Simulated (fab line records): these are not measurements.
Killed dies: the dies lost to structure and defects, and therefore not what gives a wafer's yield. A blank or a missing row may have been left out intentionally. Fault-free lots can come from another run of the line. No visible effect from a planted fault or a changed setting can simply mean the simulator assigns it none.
Matching of chambers + flow gf180mcu + cmp-02 running GF_V1_CMP_26: 4 sister chambers
The step polishes, stops on SiO2, t overpolish 15 s, target thk 0 nm. 8 wafers are shown with their chamber, then 7 later ones without.

WAFERS WITH THEIR CHAMBER
| wafer  | chamber | motor current A (A) | head pressure psi (psi) |
|--------|---------|---------------------|-------------------------|
| L345.4 | 0       | 10.5                | 3.502                   |
| L357.1 | 0       | 10.8                | 3.502                   |
| L357.2 | 2       | 13.2                | 3.513                   |
| L358.3 | 3       | 12.6                | 3.489                   |
| L358.4 | 1       | 11.2                | 3.498                   |
| L358.6 | 3       | 12.3                | 3.492                   |
| L361.3 | 1       | 11.5                | 3.497                   |
| L361.4 | 2       | 12.6                | 3.507                   |

WAFERS WHOSE CHAMBER IS MISSING
| wafer  | motor current A (A) | head pressure psi (psi) |
|--------|---------------------|-------------------------|
| L361.5 | 10.9                | 3.500                   |
| L364.1 | 12.9                | 3.501                   |
| L364.2 | 12.7                | 3.490                   |
| L364.3 | 10.6                | 3.498                   |
| L365.2 | 11.1                | 3.494                   |
| L365.5 | 11.9                | 3.492                   |
| L365.6 | 12.7                | 3.497                   |

WHICH CHAMBER EACH WENT THROUGH
| wafer  | from the rows above          | in truth                   |
|--------|------------------------------|----------------------------|
| L361.5 | can't be placed: 0 or 1      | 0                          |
| L364.1 | can't be placed: 2 or 3 or 1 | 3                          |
| L364.2 | 3                            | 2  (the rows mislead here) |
| L364.3 | can't be placed: 0 or 1      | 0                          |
| L365.2 | can't be placed: 1 or 0      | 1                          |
| L365.5 | can't be placed: 3 or 1      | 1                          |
| L365.6 | can't be placed: 3 or 1      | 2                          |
Placed correctly: 0 of 7. From these rows, 6 cannot be placed; in 5 the true chamber is one of the candidates. Number placed wrongly: 1.
How it was worked out, from the rows above alone: a wafer's distance from a chamber is the root of the sum, over the readings, of the square of ((its reading less the chamber's mean) divided by the reading's scatter). The wafer belongs to the nearest chamber; if the next one is less than 2 further off, it can't be placed. A chamber's mean is the mean of its shown wafers. The scatter: take each reading less its chamber's mean, square it, sum over the shown wafers, divide by the number of wafers less the number of chambers, and take the root.
